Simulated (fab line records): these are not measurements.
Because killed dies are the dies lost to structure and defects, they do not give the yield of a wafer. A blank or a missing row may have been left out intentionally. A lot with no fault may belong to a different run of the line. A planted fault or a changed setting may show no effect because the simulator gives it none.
Comparing a struck lot with a sound one | flow sky130 | 15 steps out of a route of 708
Sound: the wafers L602.1, L602.2, L602.4. Wafers L600.2, L600.4 were the ones struck. At the end, the cause is stated.
Order at every step that has rows: each side's tool, ch and its chambers, its first start. Under that, the readings that differ: sound wafers | struck wafers | difference of the means | sigmas: that difference in standard deviations of wafers without a fault.
alike: readings with means less than 2 such deviations apart, plus words and numbers identical on both sides. not compared: withheld readings, readings lacking a value on some wafer, bounds such as >300 that could conceal the same value, and numbers that have no deviation in the record and whose values overlap.
The two part at a step that has a row with sigmas, a row that says differs or no value, or rows on one side only. Non-overlapping numbers with no deviation appear without sigmas and do not part them. A reading missing from all wafers of one side parts the sides only when that side holds two or more wafers.

SKY_VIA3_ETCH_14: etches BARC in N2/H2, stops on SiO2, time 45.9 s, target depth 60 nm.
  sound on rieDiel-03 ch 0,1,2, day 43 00:15; struck on rieDiel-03 ch 0,3, day 42 19:09
  alike: drypumpMotorCurrentA, oesProductAu, throttleValvePct
  not compared: rfHoursCounterH
SKY_VIA3_ETCH_15: etches SiO2 in C4F8/O2/Ar, stops on TiN, target depth 507 nm, time 78 s.
  sound on rieDiel-03 ch 0,1,2, day 43 00:17; struck on rieDiel-03 ch 0,3, day 42 19:12
  alike: oesProductAu
  not compared: rfHoursCounterH
SKY_VIA3_STRIP_16: strips in O2/N2.
  sound on plasmaAsher-01 ch 0,1, day 43 00:21; struck on plasmaAsher-03 ch 0, day 42 19:16
  alike: drypumpMotorCurrentA, oesProductAu, stripTimeToEndpointS
  not compared: rfHoursCounterH
then, 3 steps without rows for these wafers: SKY_VIA3_STRIP_17 (strips in post etch residue remover, time 1200 s); SKY_VIA3_CLEAN_18 (cleans in IPA, time 180 s); SKY_VIA3_CLEAN_19 (cleans in O3/DIW).
SKY_VIA3_SPUTTER_20: material TiN, target thk 20 nm, time 80 s.
  sound on pvdSputter-02 at day 43 00:56; struck on pvdSputter-02 at day 42 19:51
  alike: throttleValvePct
then, 1 step without rows for these wafers: SKY_VIA3_CVD_21 (deposits W, target thk 390 nm, time 117.31 s).
SKY_VIA3_RS_MEAS_22: the measuring method here is four-point-probe.
  sound on filmMetro-02 at day 43 01:08; struck on filmMetro-01 at day 42 20:03
  alike: VIA3_W_RS
SKY_VIA3_THK_MEAS_23: measures by xrf.
  sound on filmMetro-02 at day 43 01:15; struck on filmMetro-01 at day 42 20:10
reading         | sound       | struck  | difference | sigmas
VIA3_W_THK (nm) | 391 392 394 | 404 398 | +9         | +2
then, 2 steps without rows for these wafers: SKY_VIA3_CMP_24 (polishes, stops on SiO2, t overpolish 20 s, target thk 0 nm); SKY_METAL4_SPUTTER_00 (material Ti, target thk 15 nm, time 10 s).
SKY_METAL4_SPUTTER_01: material TiN, target thk 20 nm, time 16.7 s.
  sound on pvdSputter-01 at day 43 01:38; struck on pvdSputter-03 at day 42 20:32
reading                                   | sound             | struck      | difference | sigmas
model.TiN_of_METAL4_SPUTTER_01.thkNm (nm) | 20.12 20.06 20.01 | 13.83 13.93 | -6.18      | 
  alike: throttleValvePct
SKY_METAL4_SPUTTER_02: material AlCu, target thk 735 nm, time 39.1 s.
  sound on pvdSputter-01 at day 43 01:40; struck on pvdSputter-03 at day 42 20:34
  alike: throttleValvePct
-- the record jumps here: 6 days lie between the struck wafers' starts before and after (it left off in module METAL4 and takes up again in module PAD_OPEN, whose first step shown is number 708 of the route) --
SKY_PAD_OPEN_PROBE_99:
  rows exist in the record for the struck wafers here (prober-01, day 48 12:13), but not for the sound ones

## WHERE THEY PART
At SKY_VIA3_THK_MEAS_23 first; at SKY_PAD_OPEN_PROBE_99 last (within this record only).

WHY: whatever the simulator had introduced
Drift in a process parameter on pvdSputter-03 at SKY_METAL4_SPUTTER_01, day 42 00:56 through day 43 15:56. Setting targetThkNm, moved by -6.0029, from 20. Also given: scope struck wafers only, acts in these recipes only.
